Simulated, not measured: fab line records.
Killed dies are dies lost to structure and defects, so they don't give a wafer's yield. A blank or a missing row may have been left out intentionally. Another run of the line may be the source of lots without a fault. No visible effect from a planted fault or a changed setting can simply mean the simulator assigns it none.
fab line records	flow sky130
record lots=5	wafers=15	last-day=50
route steps=708 shown VIA3@586 METAL4@598 PAD_OPEN@708
lots with no fault: from the same line, run without faults
start-h: start of the lot's first displayed wafer, in hours after the record's first day	wait-h: hours from the lot's prior step to this one	" the same as in the row above	L1.1+2: one row covering several wafers at once	- either no value or no given start	* or withheld: withheld	< > ~ a bound
route shown NAME@n: a module of which the file shows steps, and the number in the route of the first	usual: mean and standard deviation over wafers with no fault	same: alike in all rows	chamber/n: place in a boat	sites: readings site by site	_std_site: their standard deviation	_edge_site: mean of outer sites minus mean of inner sites	radius-mm: for every site, how far away it sits from the centre of the wafer	mask NAME#n: copy n	behind: the tool/chamber that last shaped the wafer	hold: cause of the lot's hold/its duration in hours/its outcome	device: names the non-switching transistor (n, p or np)	end of line: the route-end tests of the same wafers	step lacking rows: just its recipe	killed: dies that structure and defects cost at the first sort, which is not the same as the wafer's yield	map: dies across one wafer; x = killed, . = not, _ = none there
set.NAME: the setting as run; set.NAME@STEP: as run at that earlier step	model.NAME: the simulator's own value behind a step, which no gauge read
lots at selected steps of the route; one table per step, one row per wafer
services: a tool's chamber out of use, with start hour (start-h, from the record's first day; less than 0 if before it), hours out, and reason
## steps
# step SKY_VIA3_OVL_MEAS_13
# usual VIA3_OVL=-1/4.8
lot.wafer	tool	chamber	start-h	wait-h	VIA3_OVL[nm]
L316.2	overlay-02	-	967.62	0.1	-4
L316.4	"	-	"	"	-8
L316.5	"	-	"	"	1
L326.1	overlay-01	-	1036.34	0.1	-2
L326.3	"	-	"	"	-3
L326.4	"	-	"	"	3
L328.1	overlay-01	-	1040.61	0.1	1
L328.2	"	-	"	"	-1
L328.4	"	-	"	"	-2
L329.1	overlay-02	-	1047.91	0.1	2
L329.3	"	-	"	"	6
L329.5	"	-	"	"	3
L336.2	overlay-02	-	1077.71	0.1	-7
L336.3	"	-	"	"	4
L336.5	"	-	"	"	0
# step SKY_VIA3_ETCH_14
# recipe chemistry=N2/H2	target=BARC	ion-energy-ev=200	source-w=500	bias-w=100	pressure-mtorr=30	n2-flow-sccm=100	h2-flow-sccm=200	stop-on=SiO2	time-s=45.9	target-depth-a=600
# usual drypump-motor-current-A=5.6/0.57	oes-product-au=0.854/0.0051	throttle-valve-pct=13.225/0.0087
# same time-s=45.9
lot.wafer	tool	chamber	start-h	wait-h	drypump-motor-current-A	oes-product-au	rf-hours-counter-h	throttle-valve-pct
L316.2	rie-diel-02	0	967.65	0.0	5.6	0.854	2	13.221
L316.4	"	2	"	"	5.2	0.866	10	13.236
L316.5	"	2	"	"	5.2	0.853	-	13.223
L326.1	rie-diel-02	1	1036.38	0.0	5.7	0.846	26	13.222
L326.3	"	3	"	"	5.2	0.850	12	13.231
L326.4	"	0	"	"	5.6	0.857	4	13.219
L328.1	rie-diel-03	1	1040.65	0.0	6.0	0.858	23	13.223
L328.2	"	3	"	"	6.2	0.853	27	13.222
L328.4	"	0	"	"	5.6	0.854	6	13.228
L329.1	rie-diel-01	2	1047.95	0.0	6.6	0.854	22	13.231
L329.3	"	1	"	"	5.4	0.846	24	13.222
L329.5	"	0	"	"	6.6	0.862	-	13.226
L336.2	rie-diel-03	2	1077.74	0.0	5.0	0.860	33	13.235
L336.3	"	1	"	"	6.0	0.857	24	13.217
L336.5	"	1	"	"	5.9	0.855	-	13.222
# step SKY_VIA3_ETCH_15
# recipe target=SiO2	chemistry=C4F8/O2/Ar	target-depth-nm=507	stop-on=TiN	mask-material=KrF-thick	source-w=1500	bias-w=1200	pressure-mtorr=40	c4f8-flow-sccm=withheld	O2_flow_sccm=6	Ar_flow_sccm=300	time-s=78
# step SKY_VIA3_STRIP_16
# recipe chemistry=O2/N2	power-w=1400	pressure-mtorr=1500	platen-temp-c=withheld	o2-flow-sccm=3000	n2-flow-sccm=300	overash-fraction=0.5
# usual drypump-motor-current-A=5.8/0.41	oes-product-au=0.402/0.0045	strip-time-to-endpoint-s=4.13/0.035
lot.wafer	tool	chamber	start-h	wait-h	drypump-motor-current-A	oes-product-au	rf-hours-counter-h	strip-time-to-endpoint-s
L316.2	plasma-asher-04	0	967.75	0.0	6.6	0.403	80	4.12
L316.4	"	0	"	"	6.6	0.404	-	4.13
L316.5	"	1	"	"	5.4	0.402	-	4.13
L326.1	plasma-asher-04	1	1036.48	0.0	5.4	0.397	87	4.06
L326.3	"	1	"	"	5.4	0.410	-	4.14
L326.4	"	0	"	"	6.6	0.405	-	4.13
L328.1	plasma-asher-01	1	1040.75	0.0	5.9	0.400	125	4.11
L328.2	"	0	"	"	5.7	0.396	125	4.13
L328.4	"	1	"	"	5.9	0.395	-	4.17
L329.1	plasma-asher-01	1	1048.05	0.0	5.9	0.402	126	4.10
L329.3	"	1	"	"	5.9	0.410	-	4.16
L329.5	"	1	"	"	5.9	0.405	-	4.19
L336.2	plasma-asher-04	0	1077.84	0.0	6.6	0.409	91	4.13
L336.3	"	1	"	"	5.4	0.401	-	4.10
L336.5	"	1	"	"	5.4	0.400	-	4.08
# step SKY_VIA3_STRIP_17
# recipe chemistry=post-etch-residue-remover	time-s=1200	temp-c=72.5
# step SKY_VIA3_CLEAN_18
# recipe chemistry=IPA	time-s=180	temp-c=25
# step SKY_VIA3_CLEAN_19
# recipe chemistry=O3/DIW	dry=n2-spin
# step SKY_VIA3_SPUTTER_20
# recipe material=TiN	target-thk-nm=20	chamber-pressure-pa=5	power-w=4000	time-s=80
# usual throttle-valve-pct=29.9/1.1
# same time-s=80
lot.wafer	tool	chamber	start-h	wait-h	throttle-valve-pct
L316.2	pvd-sputter-02	-	968.34	0.0	28.5
L316.4	"	-	"	"	30.8
L316.5	"	-	"	"	28.4
L326.1	pvd-sputter-02	-	1037.07	0.0	29.0
L326.3	"	-	"	"	30.7
L326.4	"	-	"	"	28.4
L328.1	pvd-sputter-04	-	1041.34	0.0	30.3
L328.2	"	-	"	"	30.6
L328.4	"	-	"	"	30.7
L329.1	pvd-sputter-04	-	1048.64	0.0	30.5
L329.3	"	-	"	"	29.9
L329.5	"	-	"	"	30.1
L336.2	pvd-sputter-02	-	1078.43	0.0	29.3
L336.3	"	-	"	"	31.9
L336.5	"	-	"	"	31.0
# step SKY_VIA3_CVD_21
# recipe material=W	target-thk-nm=390	time-s=117.31	temp-c=400	pressure-torr=40
# step SKY_VIA3_RS_MEAS_22
# recipe thk-meas-gauge=four-point-probe	reads=W_of_VIA3_CVD_21+TiN_of_VIA3_SPUTTER_20
# usual VIA3_W_RS=0.294/0.0036
lot.wafer	tool	chamber	start-h	wait-h	VIA3_W_RS[ohm/sq]
L316.2	film-metro-02	-	968.67	0.2	0.292
L316.4	"	-	"	"	0.291
L316.5	"	-	"	"	0.291
L326.1	film-metro-01	-	1037.25	0.1	0.292
L326.3	"	-	"	"	0.292
L326.4	"	-	"	"	0.292
L328.1	film-metro-04	-	1041.53	0.1	0.297
L328.2	"	-	"	"	0.288
L328.4	"	-	"	"	0.293
L329.1	film-metro-01	-	1048.83	0.1	0.296
L329.3	"	-	"	"	0.294
L329.5	"	-	"	"	0.294
L336.2	film-metro-01	-	1078.64	0.1	0.297
L336.3	"	-	"	"	0.293
L336.5	"	-	"	"	0.298
# step SKY_VIA3_THK_MEAS_23
# recipe thk-meas-gauge=xrf	reads=W_of_VIA3_CVD_21
# usual VIA3_W_THK=397/6.8
lot.wafer	tool	chamber	start-h	wait-h	VIA3_W_THK[nm]
L316.2	film-metro-02	-	968.78	0.1	391
L316.4	"	-	"	"	397
L316.5	"	-	"	"	394
L326.1	film-metro-01	-	1037.37	0.1	404
L326.3	"	-	"	"	404
L326.4	"	-	"	"	402
L328.1	film-metro-04	-	1041.65	0.1	398
L328.2	"	-	"	"	410
L328.4	"	-	"	"	404
L329.1	film-metro-01	-	1048.95	0.1	397
L329.3	"	-	"	"	398
L329.5	"	-	"	"	399
L336.2	film-metro-01	-	1078.75	0.1	391
L336.3	"	-	"	"	397
L336.5	"	-	"	"	390
# step SKY_VIA3_CMP_24
# recipe stop-on=SiO2	t-overpolish-s=20	down-force-psi=3.5	platen-rpm=60	target-thk-nm=0	pad-velocity-m-s=0.94248
# usual motor-current-A=10.7/1.2	overpolish-run-s=20.000/0.0084	slurry-flow-ml-min=150.0/0.44	time-to-endpoint-s=94/5.6
lot.wafer	tool	chamber	start-h	wait-h	motor-current-A	overpolish-run-s	slurry-flow-ml-min	time-to-endpoint-s
L316.2	cmp-01	1	968.88	0.1	11.0	19.988	149.6	94
L316.4	"	2	"	"	11.4	19.987	150.3	91
L316.5	"	1	"	"	11.3	20.002	150.3	96
L326.3	cmp-02	3	1037.48	0.1	10.6	20.002	149.5	97
L326.1	"	0	"	"	10.2	20.005	150.5	102
L326.4	"	1	"	"	8.6	20.003	149.4	92
L328.1	cmp-02	3	1041.71	0.1	10.8	20.002	150.1	92
L328.2	"	0	"	"	10.7	20.000	150.3	110
L328.4	"	2	"	"	11.5	20.000	150.4	92
L329.3	cmp-01	2	1049.06	0.1	11.3	19.984	149.8	92
L329.1	"	3	"	"	13.0	19.998	149.3	87
L329.5	"	1	"	"	10.9	19.995	150.9	96
L336.3	cmp-02	1	1078.80	0.0	8.6	20.005	150.0	95
L336.2	"	0	"	"	10.4	19.993	150.1	100
L336.5	"	2	"	"	11.5	20.011	149.8	93
# step SKY_METAL4_SPUTTER_00
# recipe material=Ti	target-thk-nm=15	power-w=3000	time-s=10	chamber-pressure-pa=0.4
# usual throttle-valve-pct=30.1/1.2
lot.wafer	tool	chamber	start-h	wait-h	throttle-valve-pct	model.Ti_of_METAL4_SPUTTER_00.thk-nm
L316.2	pvd-sputter-03	-	969.13	0.2	30.6	14.52
L316.4	"	-	"	"	28.7	14.95
L316.5	"	-	"	"	29.4	15.39
L326.1	pvd-sputter-03	-	1037.73	0.1	28.6	14.96
L326.3	"	-	"	"	30.3	14.6
L326.4	"	-	"	"	29.6	16.28
L328.1	pvd-sputter-02	-	1042.01	0.2	30.8	15.31
L328.2	"	-	"	"	31.9	15.52
L328.4	"	-	"	"	28.7	15.09
L329.1	pvd-sputter-02	-	1049.31	0.1	32.3	15.58
L329.3	"	-	"	"	28.5	15.26
L329.5	"	-	"	"	32.3	15.58
L336.2	pvd-sputter-04	-	1079.10	0.1	30.2	15.21
L336.3	"	-	"	"	30.7	14.62
L336.5	"	-	"	"	30.3	14.65
# step SKY_METAL4_SPUTTER_01
# recipe material=TiN	target-thk-nm=20	power-w=6500	time-s=16.7	chamber-pressure-pa=0.4
# usual throttle-valve-pct=30.0/1.2
# same time-s=16.7
lot.wafer	tool	chamber	start-h	wait-h	throttle-valve-pct
L316.2	pvd-sputter-03	-	969.15	0.0	30.2
L316.4	"	-	"	"	28.5
L316.5	"	-	"	"	29.4
L326.1	pvd-sputter-03	-	1037.76	0.0	28.6
L326.3	"	-	"	"	30.5
L326.4	"	-	"	"	29.1
L328.1	pvd-sputter-02	-	1042.03	0.0	30.8
L328.2	"	-	"	"	32.1
L328.4	"	-	"	"	28.8
L329.1	pvd-sputter-02	-	1049.33	0.0	32.4
L329.3	"	-	"	"	28.6
L329.5	"	-	"	"	32.5
L336.2	pvd-sputter-04	-	1079.12	0.0	30.2
L336.3	"	-	"	"	30.4
L336.5	"	-	"	"	30.6
# step SKY_PAD_OPEN_PROBE_99
# usual defect-limited-yield=82.5/2	killed_at_M0_to_M3=44/7.7	killed_at_M4_up=3.0/1.9	killed-at-contacts=25/5.6	killed-at-front-end=15/4.6	killed-at-other=0.3/0.47	killed-dies=86/9.9	killed-open=47/7.4	killed-short=39/5.9	sort_bin_3_pad_short=0.8/0.37	sort_bin_5_function=10.4/1.5	sort_bin_6_memory=6.3/1	sort-n-pass=406/9.9	sort-yield-pct=82.5/2
# same gross-dies=492	killed-at-back-side=0	sort_bin_4_leakage[%]=0	sort_bin_8_speed[%]=0
lot.wafer	tool	chamber	start-h	wait-h	defect-limited-yield[%]	killed_at_M0_to_M3	killed_at_M4_up	killed-at-contacts	killed-at-front-end	killed-at-other	killed-dies	killed-open	killed-short	sort_bin_3_pad_short[%]	sort_bin_5_function[%]	sort_bin_6_memory[%]	sort-n-pass	sort-yield-pct[%]
L329.1	prober-02	-	1176.43	0.1	84.8	41	1	20	13	0	75	37	38	0.8	8.9	5.5	417	84.8
L329.3	prober-02	-	1176.53	0.2	83.3	44	2	19	17	0	82	42	40	0.6	9.3	6.7	410	83.3
L329.5	prober-02	-	1176.63	0.2	83.9	33	0	32	14	0	79	41	38	1.0	8.7	6.3	413	83.9
# killed by level:class
L329.1 VIA1:geometric-particle:open=9 METAL1:geometric-particle:short=8 CONTACT:geometric-particle:open=7 FIELD_ISO:geometric-particle:short=6 POLY_GATE:geometric-particle:short=5 METAL1:geometric-particle:open=5 LI_CONTACT:geometric-particle:open=4 CONTACT:geometric-particle:short=4
L329.3 VIA2:geometric-particle:open=9 FIELD_ISO:geometric-particle:open=8 VIA1:geometric-particle:short=6 VIA1:geometric-particle:open=6 FIELD_ISO:geometric-particle:short=5 LI_CONTACT:geometric-particle:open=5 LOCAL_INTERCONNECT:geometric-particle:short=5 VIA3:geometric-particle:open=5
L329.5 CONTACT:geometric-particle:open=12 VIA2:geometric-particle:open=9 LI_CONTACT:geometric-particle:open=8 VIA1:geometric-particle:open=6 FIELD_ISO:geometric-particle:short=5 LOCAL_INTERCONNECT:geometric-particle:short=5 VIA3:geometric-particle:open=4 CONTACT:geometric-particle:short=4
## services
tool	chamber	start-h	hours	kind
plasma-asher-04	-	948.53	1.4	repair
cmp-02	-	956.98	1.0	repair
pvd-sputter-03	-	963.70	4.5	repair
rie-diel-02	1	968.40	7.1	repair
cmp-02	-	969.54	4.3	pm
rie-diel-02	2	975.10	19.8	repair
rie-diel-02	-	976.94	0.6	repair
rie-diel-03	3	984.47	11.2	repair
cmp-01	-	992.08	0.8	repair
pvd-sputter-04	-	1005.53	7.4	repair
plasma-asher-04	-	1020.08	2.3	repair
pvd-sputter-04	-	1020.76	1.1	repair
rie-diel-02	2	1022.33	3.2	repair
rie-diel-01	-	1030.24	2.8	pm
rie-diel-02	1	1037.27	9.3	repair
rie-diel-01	3	1043.77	1.9	repair
rie-diel-02	0	1047.60	3.3	repair
rie-diel-03	-	1052.16	4.0	repair
rie-diel-02	2	1053.83	2.4	repair
plasma-asher-01	-	1055.25	9.0	pm
plasma-asher-01	0	1055.25	9.0	vent-cycle
plasma-asher-01	1	1055.25	9.0	vent-cycle
plasma-asher-01	0	1064.25	-	clean
plasma-asher-04	-	1068.54	0.9	repair
## key
first-sign none at tools or gauges
model-effect step=SKY_METAL4_SPUTTER_00	value=Ti_of_METAL4_SPUTTER_00.thk-nm	without=15.05	struck=16.28
met-at SKY_METAL4_SPUTTER_00
struck-wafers L326.4
onset-between 969.13 1037.73
fault kind=process-parameter-drift	tool=pvd-sputter-03	chamber=-	onset-h=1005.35	steps=SKY_METAL4_SPUTTER_00	channel=time-s	offset=*	shape=step	end-h=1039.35	scope=struck-wafers-only	acts-in=*	stated=*
